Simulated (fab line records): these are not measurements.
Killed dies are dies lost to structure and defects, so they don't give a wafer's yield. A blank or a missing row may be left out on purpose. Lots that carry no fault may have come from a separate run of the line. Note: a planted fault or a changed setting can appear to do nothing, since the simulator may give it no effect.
fab line records + flow gf180mcu
record:
- lots: 5
- wafers: 15
- last_day: 34
route steps=602 shown DNWELL@34 NWELL@42 LVPWELL@54
lots untouched by any fault: they come from a run of this same line in which no faults occurred
start_h: start of the lot's first displayed wafer, in hours after the record's first day + wait_h: hours elapsed since this lot's preceding step + " as in the row above + L1.1+2: several wafers, shown together as one row + - no value, or no start given + * or withheld: withheld + < > ~ a bound
route shown NAME@n: names a module that has steps shown in the file, with the first one's number in the route + usual: average and standard deviation across the fault-free wafers + same: alike in all rows + chamber/n: place in a boat + sites: the reading at each site + _std_site: their standard deviation + _edge_site: outer sites' mean less inner sites' + radius_mm: for every site, how far away it sits from the centre of the wafer + mask NAME#n: copy n + behind: the tool/chamber that last shaped the wafer + hold: the reason the lot was held/the length of the hold in hours/how it ended + device: transistor that didn't switch, given as n, p or np + end of line: the route-end tests of the same wafers + a step without rows: its recipe alone + killed: not the wafer's yield, but the dies lost to structure and defects at the first sort + map: a wafer's dies, marking killed ones x, the rest . and places with no die _
set.NAME: the setting that was run; set.NAME@STEP: the one run at that earlier step + model.NAME: the simulator's own value behind a step, which no gauge read
a table for each step, a row for each wafer; lots at some steps of the route
services: from which hour (start_h, from the record's first day; less than 0 if before it) a tool's chamber was out of use, for how many hours, and why
== steps ==
step: GF_DNWELL_COAT_02
recipe:
- spin_rpm: 2000
- resist_thk_nm: 3000
step: GF_DNWELL_SOFTBAKE_03
recipe:
- temp_c: 110
- time_s: withheld
step: GF_DNWELL_EXPOSE_04
recipe:
- mask_id: DNWELL
- target_cd_nm: 1700
- na: 0.6
- source_shape: conventional
- sigma_outer: 0.6
- dose_mj: 260
step: GF_DNWELL_PEB_05
recipe:
- temp_c: 115
- time_s: withheld
step: GF_DNWELL_DEVELOP_06
recipe:
- wall_angle_deg: 90
- develop_time_s: 60
- dev_temp_c: 23
step: GF_DNWELL_IMPLANT_07
recipe:
- species: P
- energy_kev: 1500
- dose_cm2: 1e+13
- tilt_deg: 0
step: GF_DNWELL_STRIP_08
recipe:
- chemistry: O2/N2
- power_w: 1400
- pressure_mtorr: 1500
- platen_temp_c: 252
- o2_flow_sccm: 3000
- n2_flow_sccm: 300
- overash_fraction: 0.5
usual:
- drypump_motor_current_A: 5.7/0.4
- heater_power_w: 332/23
- o2_flow_sccm: 3000/8.7
- oes_product_au: 0.741/0.0046
- platen_temp_c: 251.99/0.19
- strip_time_to_endpoint_s: 35.61/0.085
same:
- overash_fraction: 0.5
| lot.wafer | tool            | chamber | start_h | wait_h | drypump_motor_current_A | heater_power_w | o2_flow_sccm | oes_product_au | platen_temp_c | rf_hours_counter_h | strip_time_to_endpoint_s |
|-----------|-----------------|---------|---------|--------|-------------------------|----------------|--------------|----------------|---------------|--------------------|--------------------------|
| L497.2    | plasma_asher-03 | 1       | 53.13   | 0.1    | 6.4                     | 341            | 2992         | 0.738          | 251.82        | 46                 | 35.76                    |
| L497.5    | "               | 1       | "       | "      | 6.4                     | 350            | 2984         | 0.745          | 251.78        | -                  | 35.69                    |
| L497.6    | "               | 0       | "       | "      | 5.5                     | 290            | 3001         | 0.745          | 251.86        | -                  | 35.81                    |
| L500.1    | plasma_asher-02 | 1       | 70.91   | 0.1    | 5.7                     | 347            | 2997         | 0.741          | 252.26        | 41                 | 35.63                    |
| L500.5    | "               | 0       | "       | "      | 5.4                     | 357            | 3007         | 0.735          | 252.09        | -                  | 35.60                    |
| L500.6    | "               | 1       | "       | "      | 5.7                     | 359            | 3005         | 0.745          | 252.06        | -                  | 35.62                    |
| L506.1    | plasma_asher-04 | 0       | 111.61  | 0.1    | 5.3                     | 316            | 3002         | 0.742          | 252.08        | 40                 | 35.67                    |
| L506.5    | "               | 1       | "       | "      | 6.1                     | 336            | 3006         | 0.748          | 251.90        | -                  | 35.77                    |
| L506.6    | "               | 0       | "       | "      | 5.3                     | 321            | 2997         | 0.746          | 251.99        | -                  | 35.72                    |
| L514.1    | plasma_asher-04 | 0       | 144.01  | 0.1    | 5.3                     | 321            | 2991         | 0.743          | 252.09        | 43                 | 35.63                    |
| L514.2    | "               | 1       | "       | "      | 6.1                     | 345            | 3004         | 0.746          | 252.29        | 43                 | 35.62                    |
| L514.5    | "               | 1       | "       | "      | 6.1                     | 333            | 3002         | 0.741          | 252.22        | -                  | 35.67                    |
| L518.1    | plasma_asher-03 | 1       | 170.89  | 0.1    | 6.4                     | 358            | 2996         | 0.738          | 252.02        | 59                 | 35.51                    |
| L518.2    | "               | 0       | "       | "      | 5.5                     | 291            | 3003         | 0.744          | 252.05        | 59                 | 35.63                    |
| L518.6    | "               | 1       | "       | "      | 6.4                     | 345            | 2992         | 0.747          | 252.23        | -                  | 35.49                    |
step: GF_DNWELL_TW_MEAS_09
usual:
- DNWELL_TW: 1357/10
| lot.wafer | tool          | chamber | start_h | wait_h | DNWELL_TW |
|-----------|---------------|---------|---------|--------|-----------|
| L497.2    | film_metro-01 | -       | 53.24   | 0.1    | 1359      |
| L497.5    | "             | -       | "       | "      | 1368      |
| L497.6    | "             | -       | "       | "      | 1361      |
| L500.1    | film_metro-02 | -       | 71.01   | 0.1    | 1339      |
| L500.5    | "             | -       | "       | "      | 1346      |
| L500.6    | "             | -       | "       | "      | 1335      |
| L506.1    | film_metro-02 | -       | 111.71  | 0.1    | 1360      |
| L506.5    | "             | -       | "       | "      | 1360      |
| L506.6    | "             | -       | "       | "      | 1369      |
| L514.1    | film_metro-02 | -       | 144.11  | 0.1    | 1365      |
| L514.2    | "             | -       | "       | "      | 1360      |
| L514.5    | "             | -       | "       | "      | 1351      |
| L518.1    | film_metro-02 | -       | 170.99  | 0.1    | 1340      |
| L518.2    | "             | -       | "       | "      | 1349      |
| L518.6    | "             | -       | "       | "      | 1336      |
step: GF_NWELL_DEHYDRATE_00
recipe:
- temp_c: 200
- time_s: 60
step: GF_NWELL_HMDS_01
recipe:
- prime_time_s: 60
- prime_temp_c: 120
step: GF_NWELL_COAT_02
recipe:
- spin_rpm: 2000
- resist_thk_nm: 3000
step: GF_NWELL_SOFTBAKE_03
recipe:
- temp_c: 110
- time_s: withheld
step: GF_NWELL_EXPOSE_04
recipe:
- mask_id: Nwell
- target_cd_nm: 860
- na: 0.6
- source_shape: conventional
- sigma_outer: 0.6
- dose_mj: 260
usual:
- reticle_temp_C: 23.01/0.11
| lot.wafer | tool             | chamber | start_h | wait_h | mask     | reticle_temp_C |
|-----------|------------------|---------|---------|--------|----------|----------------|
| L497.2    | iline_stepper-01 | 0       | 59.60   | -      | Nwell#0  | 23.09          |
| L497.5    | "                | 0       | "       | "      | Nwell#0  | 22.99          |
| L497.6    | "                | 0       | "       | "      | Nwell#0  | 23.03          |
| L500.1    | iline_stepper-02 | 0       | 77.78   | -      | Nwell#0  | 23.05          |
| L500.5    | "                | 0       | "       | "      | Nwell#0  | 22.98          |
| L500.6    | "                | 0       | "       | "      | Nwell#0  | 23.11          |
| L506.1    | iline_stepper-01 | 0       | 118.72  | -      | DNWELL#0 | 22.95          |
| L506.5    | "                | 0       | "       | "      | DNWELL#0 | 23.13          |
| L506.6    | "                | 0       | "       | "      | DNWELL#0 | 22.99          |
| L514.1    | iline_stepper-01 | 0       | 151.25  | -      | Nwell#0  | 22.94          |
| L514.2    | "                | 0       | "       | "      | Nwell#0  | 23.11          |
| L514.5    | "                | 0       | "       | "      | Nwell#0  | 23.09          |
| L518.1    | iline_stepper-02 | 0       | 179.27  | -      | Nwell#0  | 23.12          |
| L518.2    | "                | 0       | "       | "      | Nwell#0  | 23.02          |
| L518.6    | "                | 0       | "       | "      | Nwell#0  | 22.92          |
step: GF_NWELL_PEB_05
recipe:
- temp_c: 115
- time_s: withheld
step: GF_NWELL_DEVELOP_06
recipe:
- wall_angle_deg: 90
- develop_time_s: 60
- dev_temp_c: 23
step: GF_NWELL_OVL_MEAS_07
usual:
- NWELL_OVL: 0.2/1.7
| lot.wafer | tool       | chamber | start_h | wait_h | NWELL_OVL[nm] |
|-----------|------------|---------|---------|--------|---------------|
| L497.2    | overlay-01 | -       | 65.92   | -      | 0.1           |
| L497.5    | "          | -       | "       | "      | -0.5          |
| L497.6    | "          | -       | "       | "      | 1.7           |
| L500.1    | overlay-01 | -       | 83.94   | -      | 0.9           |
| L500.5    | "          | -       | "       | "      | 1.8           |
| L500.6    | "          | -       | "       | "      | 0.6           |
| L506.1    | overlay-01 | -       | 125.95  | -      | -             |
| L506.5    | "          | -       | "       | "      | -             |
| L506.6    | "          | -       | "       | "      | -             |
| L514.1    | overlay-01 | -       | 157.90  | -      | -0.6          |
| L514.2    | "          | -       | "       | "      | -1.4          |
| L514.5    | "          | -       | "       | "      | -1.9          |
| L518.1    | overlay-02 | -       | 187.74  | -      | -0.7          |
| L518.2    | "          | -       | "       | "      | 0.6           |
| L518.6    | "          | -       | "       | "      | -1.2          |
step: GF_NWELL_IMPLANT_08
recipe:
- species: P
- energy_kev: 450
- dose_cm2: 1.5e+13
- tilt_deg: 0
step: GF_NWELL_IMPLANT_09
recipe:
- species: P
- energy_kev: 160
- dose_cm2: 4e+12
- tilt_deg: 0
step: GF_NWELL_STRIP_10
recipe:
- chemistry: O2/N2
- power_w: 1400
- pressure_mtorr: 1500
- platen_temp_c: 250
- o2_flow_sccm: 3000
- n2_flow_sccm: 300
- overash_fraction: 0.5
usual:
- drypump_motor_current_A: 5.6/0.53
- heater_power_w: 338/25
- o2_flow_sccm: 3000/9.5
- oes_product_au: 0.723/0.0049
- platen_temp_c: 250.02/0.17
- strip_time_to_endpoint_s: 36.98/0.11
same:
- overash_fraction: 0.5
| lot.wafer | tool            | chamber | start_h | wait_h | drypump_motor_current_A | heater_power_w | o2_flow_sccm | oes_product_au | platen_temp_c | rf_hours_counter_h | strip_time_to_endpoint_s |
|-----------|-----------------|---------|---------|--------|-------------------------|----------------|--------------|----------------|---------------|--------------------|--------------------------|
| L497.2    | plasma_asher-03 | 0       | 66.25   | 0.1    | 5.5                     | 279            | 2981         | 0.731          | 249.81        | 48                 | 36.95                    |
| L497.5    | "               | 0       | "       | "      | 5.6                     | 286            | 2998         | 0.732          | 249.87        | -                  | 37.00                    |
| L497.6    | "               | 1       | "       | "      | 6.4                     | 339            | 2993         | 0.723          | 250.13        | -                  | 36.94                    |
| L500.1    | plasma_asher-01 | 1       | 84.28   | 0.1    | 6.0                     | 322            | 3011         | 0.720          | 250.24        | 30                 | 36.91                    |
| L500.5    | "               | 1       | "       | "      | 6.0                     | 325            | 3005         | 0.726          | 250.07        | -                  | 36.91                    |
| L500.6    | "               | 0       | "       | "      | 4.7                     | 353            | 3004         | 0.723          | 250.13        | -                  | 36.79                    |
| L506.1    | plasma_asher-02 | 0       | 126.29  | 0.1    | 5.3                     | 336            | 2996         | 0.719          | 250.13        | 1                  | 37.05                    |
| L506.5    | "               | 1       | "       | "      | 5.7                     | 362            | 2993         | 0.728          | 249.85        | -                  | 37.12                    |
| L506.6    | "               | 0       | "       | "      | 5.3                     | 334            | 2993         | 0.715          | 250.06        | -                  | 37.14                    |
| L514.1    | plasma_asher-01 | 0       | 158.24  | 0.1    | 4.8                     | 363            | 3011         | 0.716          | 250.08        | 37                 | 36.95                    |
| L514.2    | "               | 1       | "       | "      | 6.0                     | 318            | 3003         | 0.725          | 249.60        | 37                 | 37.09                    |
| L514.5    | "               | 0       | "       | "      | 4.8                     | 355            | 3000         | 0.726          | 250.03        | -                  | 37.11                    |
| L518.1    | plasma_asher-03 | 1       | 188.08  | 0.1    | 6.4                     | 333            | 2991         | 0.728          | 249.94        | 61                 | 36.88                    |
| L518.2    | "               | 0       | "       | "      | 5.6                     | 288            | 2993         | 0.719          | 249.89        | 61                 | 36.99                    |
| L518.6    | "               | 0       | "       | "      | 5.5                     | 291            | 3002         | 0.732          | 250.21        | -                  | 36.89                    |
step: GF_NWELL_TW_MEAS_11
usual:
- NWELL_TW: 1584/8.3
| lot.wafer | tool          | chamber | start_h | wait_h | NWELL_TW |
|-----------|---------------|---------|---------|--------|----------|
| L497.2    | film_metro-04 | -       | 66.36   | 0.1    | 1579     |
| L497.5    | "             | -       | "       | "      | 1586     |
| L497.6    | "             | -       | "       | "      | 1585     |
| L500.1    | film_metro-04 | -       | 84.43   | 0.1    | 1579     |
| L500.5    | "             | -       | "       | "      | 1573     |
| L500.6    | "             | -       | "       | "      | 1588     |
| L506.1    | film_metro-03 | -       | 126.39  | 0.1    | 30       |
| L506.5    | "             | -       | "       | "      | 30       |
| L506.6    | "             | -       | "       | "      | 30       |
| L514.1    | film_metro-01 | -       | 158.34  | 0.1    | 1584     |
| L514.2    | "             | -       | "       | "      | 1583     |
| L514.5    | "             | -       | "       | "      | 1585     |
| L518.1    | film_metro-01 | -       | 188.20  | 0.1    | 1582     |
| L518.2    | "             | -       | "       | "      | 1588     |
| L518.6    | "             | -       | "       | "      | 1590     |
step: GF_LVPWELL_DEHYDRATE_00
recipe:
- temp_c: 200
- time_s: 60
== services ==
| tool             | chamber | start_h | hours | kind       |
|------------------|---------|---------|-------|------------|
| plasma_asher-02  | -       | 50.58   | 14.4  | repair     |
| plasma_asher-01  | -       | 96.86   | 2.9   | repair     |
| plasma_asher-02  | -       | 108.75  | 9.0   | pm         |
| plasma_asher-02  | 0       | 108.75  | 9.0   | vent_cycle |
| plasma_asher-02  | 1       | 108.75  | 9.0   | vent_cycle |
| plasma_asher-02  | 0       | 117.75  | -     | clean      |
| plasma_asher-02  | 1       | 117.75  | -     | clean      |
| iline_stepper-01 | -       | 157.40  | 1.7   | pm         |
== key ==
first_sign:
- step: GF_NWELL_EXPOSE_04
- reading: mask
- direction: changed
effect:
- step: GF_NWELL_OVL_MEAS_07
- reading: NWELL_OVL
- direction: missing
effect:
- step: GF_NWELL_TW_MEAS_11
- reading: NWELL_TW
- direction: down
- sigmas: 99+
- usual: 1584
- struck: 30
met_at GF_NWELL_EXPOSE_04
struck_wafers L506.1,L506.5,L506.6
sort_left_out L506.1,L506.5,L506.6
tester_left_out L506
onset_between 59.60 118.72
fault:
- kind: wrong_mask
- tool: any
- chamber: -
- onset_h: 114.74
- steps: GF_NWELL_EXPOSE_04
- aux_copy: DNWELL#0
- scope: struck_lots_only
tester_left_out: of these lots the tester's yield and bins aren't shown, on N5 and GAA mostly nor the transistor test; their killed dies are dies lost to structure and defects alone, not to doping, threshold or leakage, so they don't give the yield
sort_left_out: the simulated sort isn't trusted on such a fault, so these wafers' sort isn't shown, and their yield isn't known
